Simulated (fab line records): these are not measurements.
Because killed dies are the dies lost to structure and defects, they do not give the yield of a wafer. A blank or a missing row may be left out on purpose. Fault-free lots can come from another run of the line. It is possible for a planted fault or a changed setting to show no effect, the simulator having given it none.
fab line records	flow sky130
record lots=11	wafers=33	last_day=50
route steps=708 shown METAL3@532 VIA3@579 PAD_OPEN@708
lots with no fault: from the same line, run without faults
start_h: hours from the record's opening day to when the first of the lot's shown wafers began	wait_h: time in hours since the lot's previous step	" the same as in the row above	L1.1+2: several wafers, shown together as one row	- no value present, or no start provided	* or withheld: withheld	< > ~ a bound
route shown NAME@n: names a module that has steps shown in the file, with the first one's number in the route	usual: mean/standard deviation taken from wafers without a fault	same: alike in all rows	chamber/n: place in a boat	sites: the reading at each site	_std_site: the standard deviation of these	_edge_site: outer sites' mean less inner sites'	radius_mm: how far each site lies from the wafer's centre	mask NAME#n: copy n	behind: the last tool/chamber to shape the wafer	hold: what put the lot on hold/how long, in hours/how the hold closed	device: the transistor (n, p or np) that didn't switch	end of line: the route-end tests of the same wafers	a step with no rows: only its recipe	killed: the dies lost at the first sort to structure and to defects; this is not the yield of the wafer	map: dies across one wafer; x = killed, . = not, _ = none there
set.NAME: the run value of the setting; set.NAME@STEP: its run value at that earlier step	model.NAME: the simulator's own value behind a step, which no gauge read
the route's steps for a sample of lots (tables are steps, rows are wafers)
services: a tool's chamber out of use, with start hour (start_h, from the record's first day; less than 0 if before it), hours out, and reason
## steps
# step SKY_METAL3_SPUTTER_00
# recipe material=Ti	target_thk_nm=15	power_w=3000	time_s=10	chamber_pressure_pa=0.4
# usual chamber_pressure_pa=0.4001/0.0008	throttle_valve_pct=30.3/1.1
lot.wafer	tool	chamber	start_h	wait_h	chamber_pressure_pa	throttle_valve_pct
L516.1	pvd_sputter-02	-	872.40	0.1	0.4004	32.0
L516.2	"	-	"	"	0.3997	29.2
L516.6	"	-	"	"	0.4000	28.5
L518.2	pvd_sputter-01	-	879.90	0.1	0.3994	30.2
L518.4	"	-	"	"	0.3989	29.2
L518.5	"	-	"	"	0.4001	29.6
L519.2	pvd_sputter-02	-	896.18	0.2	0.4015	29.1
L519.3	"	-	"	"	0.3981	29.6
L519.5	"	-	"	"	0.3995	32.0
L521.2	pvd_sputter-04	-	901.61	0.1	0.4012	30.6
L521.4	"	-	"	"	0.4028	32.4
L521.5	"	-	"	"	0.3997	31.5
L522.3	pvd_sputter-01	-	910.09	0.2	0.4014	29.9
L522.4	"	-	"	"	0.4003	28.9
L522.6	"	-	"	"	0.4010	30.2
L523.1	pvd_sputter-04	-	918.66	0.2	0.4005	32.2
L523.2	"	-	"	"	0.3990	30.4
L523.6	"	-	"	"	0.4007	32.1
L525.4	pvd_sputter-01	-	926.51	0.1	0.4006	29.7
L525.5	"	-	"	"	0.4002	29.7
L525.6	"	-	"	"	0.3995	29.3
L526.2	pvd_sputter-01	-	939.89	0.1	0.4007	29.6
L526.4	"	-	"	"	0.4006	28.7
L526.5	"	-	"	"	0.3994	29.0
L534.3	pvd_sputter-01	-	984.76	0.1	0.3992	29.1
L534.5	"	-	"	"	0.4005	29.8
L534.6	"	-	"	"	0.4002	30.1
L535.3	pvd_sputter-02	-	989.64	0.1	0.3995	31.9
L535.4	"	-	"	"	0.4005	28.4
L535.5	"	-	"	"	0.3993	28.7
L536.1	pvd_sputter-02	-	995.57	0.1	0.3999	29.7
L536.3	"	-	"	"	0.4003	29.1
L536.4	"	-	"	"	0.4004	32.3
# step SKY_VIA3_COAT_06
# recipe resist=BARC	temp_c=withheld	time_s=withheld	spin_rpm=3000	resist_thk_nm=60
# usual spin_speed_rpm=3000.0/1.9
lot.wafer	tool	chamber	start_h	wait_h	spin_speed_rpm
L516.1	litho_track-02	0	937.92	0.1	2997.4
L516.2	"	0	"	"	2998.8
L516.6	"	0	"	"	2999.8
L518.2	litho_track-01	0	943.76	0.1	2999.7
L518.4	"	0	"	"	3000.1
L518.5	"	0	"	"	2998.4
L519.2	litho_track-01	0	960.16	0.1	2998.6
L519.3	"	0	"	"	2999.9
L519.5	"	0	"	"	3002.3
L521.2	litho_track-01	0	964.71	0.1	2999.4
L521.4	"	0	"	"	3000.0
L521.5	"	0	"	"	3001.6
L522.3	litho_track-01	0	972.84	0.1	3000.4
L522.4	"	0	"	"	2995.9
L522.6	"	0	"	"	3002.4
L523.1	litho_track-03	0	981.22	0.1	3000.6
L523.2	"	0	"	"	2997.6
L523.6	"	0	"	"	3000.5
L525.4	litho_track-02	0	989.44	0.1	2998.0
L525.5	"	0	"	"	2997.1
L525.6	"	0	"	"	3002.5
L526.2	litho_track-01	0	1001.71	0.1	2998.7
L526.4	"	0	"	"	3000.1
L526.5	"	0	"	"	3000.9
L534.3	litho_track-01	0	1045.44	0.1	3001.6
L534.5	"	0	"	"	2998.9
L534.6	"	0	"	"	2998.8
L535.3	litho_track-02	0	1049.27	0.1	2649.0
L535.4	"	0	"	"	2646.4
L535.5	"	0	"	"	2646.4
L536.1	litho_track-02	0	1055.57	0.1	2645.1
L536.3	"	0	"	"	2646.1
L536.4	"	0	"	"	2646.3
# step SKY_VIA3_ETCH_14
# recipe chemistry=N2/H2	target=BARC	ion_energy_ev=200	source_w=500	bias_w=100	pressure_mtorr=30	n2_flow_sccm=100	h2_flow_sccm=200	stop_on=SiO2	time_s=45.9	target_depth_a=600
# usual drypump_motor_current_A=5.7/0.53	h2_flow_sccm=200.0/0.65	oes_product_au=0.855/0.0046	throttle_valve_pct=13.222/0.0087
lot.wafer	tool	chamber	start_h	wait_h	drypump_motor_current_A	h2_flow_sccm	oes_product_au	rf_hours_counter_h	throttle_valve_pct
L516.1	rie_diel-04	3	950.03	0.0	5.8	199.5	0.848	28	13.224
L516.2	"	2	"	"	4.7	200.5	0.859	15	13.233
L516.6	"	3	"	"	5.8	200.5	0.859	-	13.222
L518.2	rie_diel-04	2	956.28	0.0	4.7	199.6	0.848	15	13.213
L518.4	"	0	"	"	5.5	199.4	0.857	-	13.234
L518.5	"	1	"	"	4.9	200.4	0.858	-	13.222
L519.2	rie_diel-03	3	972.65	0.0	6.0	199.4	0.851	7	13.237
L519.3	"	2	"	"	6.0	201.7	0.853	10	13.219
L519.5	"	2	"	"	6.0	200.3	0.853	-	13.231
L521.2	rie_diel-04	0	976.62	0.0	5.6	200.3	0.852	16	13.207
L521.4	"	1	"	"	4.9	200.5	0.851	-	13.233
L521.5	"	2	"	"	4.8	199.8	0.859	-	13.216
L522.3	rie_diel-02	0	985.22	0.0	6.1	201.0	0.847	10	13.222
L522.4	"	2	"	"	5.8	200.7	0.855	24	13.232
L522.6	"	0	"	"	6.1	200.7	0.855	-	13.223
L523.1	rie_diel-03	3	993.57	0.0	6.0	200.2	0.850	7	13.206
L523.2	"	2	"	"	6.0	199.4	0.848	11	13.226
L523.6	"	0	"	"	6.4	199.8	0.858	-	13.226
L525.4	rie_diel-02	1	1000.62	0.0	6.2	199.9	0.862	15	13.218
L525.5	"	1	"	"	6.2	200.0	0.850	-	13.224
L525.6	"	0	"	"	6.0	200.5	0.842	-	13.204
L526.2	rie_diel-03	2	1014.60	0.0	6.0	200.4	0.865	12	13.219
L526.4	"	0	"	"	6.4	199.7	0.846	1	13.220
L526.5	"	0	"	"	6.4	199.1	0.860	-	13.237
L534.3	rie_diel-02	0	1057.02	0.0	6.0	200.6	0.848	12	13.230
L534.5	"	1	"	"	6.2	199.5	0.856	-	13.232
L534.6	"	0	"	"	6.0	200.8	0.847	-	13.211
L535.3	rie_diel-04	3	1060.82	0.0	5.8	199.3	0.885	3	13.219
L535.4	"	0	"	"	5.6	200.0	0.889	19	13.217
L535.5	"	0	"	"	5.6	199.9	0.878	-	13.224
L536.1	rie_diel-03	3	1067.32	0.0	5.9	200.9	0.878	10	13.234
L536.3	"	1	"	"	6.0	200.2	0.886	0	13.222
L536.4	"	2	"	"	6.0	200.6	0.880	14	13.222
# step SKY_VIA3_SPUTTER_20
# recipe material=TiN	target_thk_nm=20	chamber_pressure_pa=5	power_w=4000	time_s=80
# usual chamber_pressure_pa=5.003/0.011	throttle_valve_pct=30.1/0.86
lot.wafer	tool	chamber	start_h	wait_h	chamber_pressure_pa	throttle_valve_pct
L516.1	pvd_sputter-03	-	950.72	0.0	4.996	30.8
L516.2	"	-	"	"	4.993	28.4
L516.6	"	-	"	"	4.991	30.2
L518.2	pvd_sputter-04	-	956.97	0.0	5.018	32.2
L518.4	"	-	"	"	5.003	30.6
L518.5	"	-	"	"	4.997	31.3
L519.2	pvd_sputter-03	-	973.34	0.0	4.992	29.8
L519.3	"	-	"	"	4.996	28.1
L519.5	"	-	"	"	5.014	30.9
L521.2	pvd_sputter-01	-	977.33	0.0	5.008	28.8
L521.4	"	-	"	"	5.008	30.4
L521.5	"	-	"	"	5.015	29.7
L522.3	pvd_sputter-01	-	985.96	0.0	4.999	30.1
L522.4	"	-	"	"	5.016	29.8
L522.6	"	-	"	"	5.005	29.8
L523.1	pvd_sputter-01	-	994.27	0.0	4.996	30.3
L523.2	"	-	"	"	4.992	29.6
L523.6	"	-	"	"	4.992	30.3
L525.4	pvd_sputter-04	-	1001.35	0.0	4.996	30.1
L525.5	"	-	"	"	5.012	31.2
L525.6	"	-	"	"	4.994	30.4
L526.2	pvd_sputter-01	-	1015.31	0.0	5.014	30.0
L526.4	"	-	"	"	5.008	29.9
L526.5	"	-	"	"	5.002	29.8
L534.3	pvd_sputter-01	-	1057.72	0.0	5.027	30.0
L534.5	"	-	"	"	4.990	29.9
L534.6	"	-	"	"	5.001	30.2
L535.3	pvd_sputter-01	-	1061.52	0.0	4.982	29.7
L535.4	"	-	"	"	4.985	30.2
L535.5	"	-	"	"	4.986	29.8
L536.1	pvd_sputter-03	-	1068.09	0.0	5.007	31.3
L536.3	"	-	"	"	5.024	30.1
L536.4	"	-	"	"	5.009	28.4
# step SKY_VIA3_RS_MEAS_22
# recipe thk_meas_gauge=four-point-probe	reads=W_of_VIA3_CVD_21+TiN_of_VIA3_SPUTTER_20
# usual VIA3_W_RS=0.292/0.0034
lot.wafer	tool	chamber	start_h	wait_h	VIA3_W_RS[ohm/sq]
L516.1	film_metro-01	-	950.91	0.1	0.293
L516.2	"	-	"	"	0.286
L516.6	"	-	"	"	0.291
L518.2	film_metro-04	-	957.17	0.1	0.294
L518.4	"	-	"	"	0.295
L518.5	"	-	"	"	0.297
L519.2	film_metro-01	-	973.54	0.1	0.291
L519.3	"	-	"	"	0.292
L519.5	"	-	"	"	0.292
L521.2	film_metro-02	-	977.53	0.1	0.290
L521.4	"	-	"	"	0.289
L521.5	"	-	"	"	0.289
L522.3	film_metro-04	-	986.18	0.1	0.290
L522.4	"	-	"	"	0.294
L522.6	"	-	"	"	0.290
L523.1	film_metro-01	-	994.45	0.1	0.291
L523.2	"	-	"	"	0.294
L523.6	"	-	"	"	0.290
L525.4	film_metro-02	-	1001.56	0.1	0.291
L525.5	"	-	"	"	0.289
L525.6	"	-	"	"	0.291
L526.2	film_metro-01	-	1015.51	0.1	0.296
L526.4	"	-	"	"	0.290
L526.5	"	-	"	"	0.294
L534.3	film_metro-02	-	1057.95	0.1	0.296
L534.5	"	-	"	"	0.300
L534.6	"	-	"	"	0.296
L535.3	film_metro-02	-	1061.74	0.1	0.294
L535.4	"	-	"	"	0.300
L535.5	"	-	"	"	0.296
L536.1	film_metro-04	-	1068.28	0.1	0.290
L536.3	"	-	"	"	0.294
L536.4	"	-	"	"	0.289
# step SKY_PAD_OPEN_PROBE_99
# usual defect_limited_yield=82.5/2	killed_at_M0_to_M3=43/7.6	killed_at_M4_up=2.8/1.9	killed_at_contacts=24/4.7	killed_at_front_end=16/4.4	killed_at_other=0.2/0.4	killed_dies=86/9.9	killed_open=47/8.2	killed_short=39/6.3	sort_bin_3_pad_short=0.8/0.42	sort_bin_5_function=10.4/1.5	sort_bin_6_memory=6.2/1.2	sort_n_pass=406/9.9	sort_yield_pct=82.5/2
# same gross_dies=492	killed_at_back_side=0	sort_bin_4_leakage[%]=0	sort_bin_8_speed[%]=0
lot.wafer	tool	chamber	start_h	wait_h	defect_limited_yield[%]	killed_at_M0_to_M3	killed_at_M4_up	killed_at_contacts	killed_at_front_end	killed_at_other	killed_dies	killed_open	killed_short	sort_bin_3_pad_short[%]	sort_bin_5_function[%]	sort_bin_6_memory[%]	sort_n_pass	sort_yield_pct[%]
L523.1	prober-02	-	1132.06	0.1	80.9	47	6	23	18	0	94	61	33	1.2	11.0	6.9	398	80.9
L523.2	prober-02	-	1132.11	0.1	81.9	54	2	19	14	0	89	46	43	0.4	13.0	4.7	403	81.9
L523.6	prober-02	-	1132.31	0.2	82.5	40	4	22	20	0	86	48	38	0.6	10.8	6.1	406	82.5
# killed by level:class
L523.1 VIA1:geometric_particle:open=12 VIA2:geometric_particle:open=9 LI_CONTACT:geometric_particle:open=7 CONTACT:geometric_particle:open=7 VIA3:geometric_particle:open=7 METAL1:geometric_particle:short=5 FIELD_ISO:geometric_particle:open=4 FIELD_ISO:geometric_particle:short=4
L523.2 VIA1:geometric_particle:short=11 VIA2:geometric_particle:open=10 METAL1:geometric_particle:short=9 VIA1:geometric_particle:open=9 POLY_GATE:geometric_particle:open=6 VIA3:geometric_particle:open=6 LI_CONTACT:geometric_particle:open=5 CONTACT:geometric_particle:short=5
L523.6 VIA1:geometric_particle:open=10 VIA3:geometric_particle:open=9 POLY_GATE:geometric_particle:short=7 CONTACT:geometric_particle:open=7 CONTACT:geometric_particle:short=7 VIA2:geometric_particle:open=7 FIELD_ISO:geometric_particle:open=5 LI_CONTACT:geometric_particle:open=5
## services
tool	chamber	start_h	hours	kind
rie_diel-03	3	850.93	3.8	repair
rie_diel-02	-	853.64	2.8	pm
pvd_sputter-04	3	864.69	-	consumable_replace:kit
pvd_sputter-04	3	864.69	18.0	scheduled_down
pvd_sputter-04	3	864.69	18.0	vent_cycle
rie_diel-03	3	896.14	11.1	repair
rie_diel-02	-	903.82	2.1	repair
rie_diel-04	-	919.24	2.1	repair
rie_diel-02	0	934.14	39.1	repair
rie_diel-04	-	945.37	2.0	repair
rie_diel-04	3	953.56	3.6	repair
rie_diel-04	3	957.19	-	clean
rie_diel-04	3	957.19	21.8	scheduled_down
rie_diel-04	3	957.19	21.8	vent_cycle
rie_diel-04	1	965.21	6.9	repair
pvd_sputter-01	-	988.23	4.8	repair
rie_diel-02	-	994.70	0.5	repair
rie_diel-03	0	1001.50	4.9	repair
pvd_sputter-01	3	1010.25	-	consumable_replace:kit
pvd_sputter-01	3	1010.25	18.0	scheduled_down
pvd_sputter-01	3	1010.25	18.0	vent_cycle
pvd_sputter-01	-	1020.37	0.7	repair
pvd_sputter-03	-	1043.48	3.4	repair
pvd_sputter-04	-	1045.50	29.4	repair
## key
first_sign step=SKY_VIA3_COAT_06	reading=spin_speed_rpm	direction=down	sigmas=99+	usual=3000.0	struck=2646.5
effect step=SKY_VIA3_ETCH_14	reading=oes_product_au	direction=up	sigmas=6.2	usual=0.855	struck=0.883
met_at SKY_VIA3_COAT_06
struck_lots L535,L536
not_acting_at SKY_METAL3_SPUTTER_00,SKY_VIA3_SPUTTER_20,SKY_VIA3_RS_MEAS_22
onset_between 989.44 1049.27
fault kind=process_parameter_drift	tool=litho_track-02	chamber=-	onset_h=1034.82	steps=SKY_VIA3_COAT_06	channel=spin_rpm	offset=-353.87	shape=step	end_h=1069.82	acts_in=these_recipes_only	stated=3000
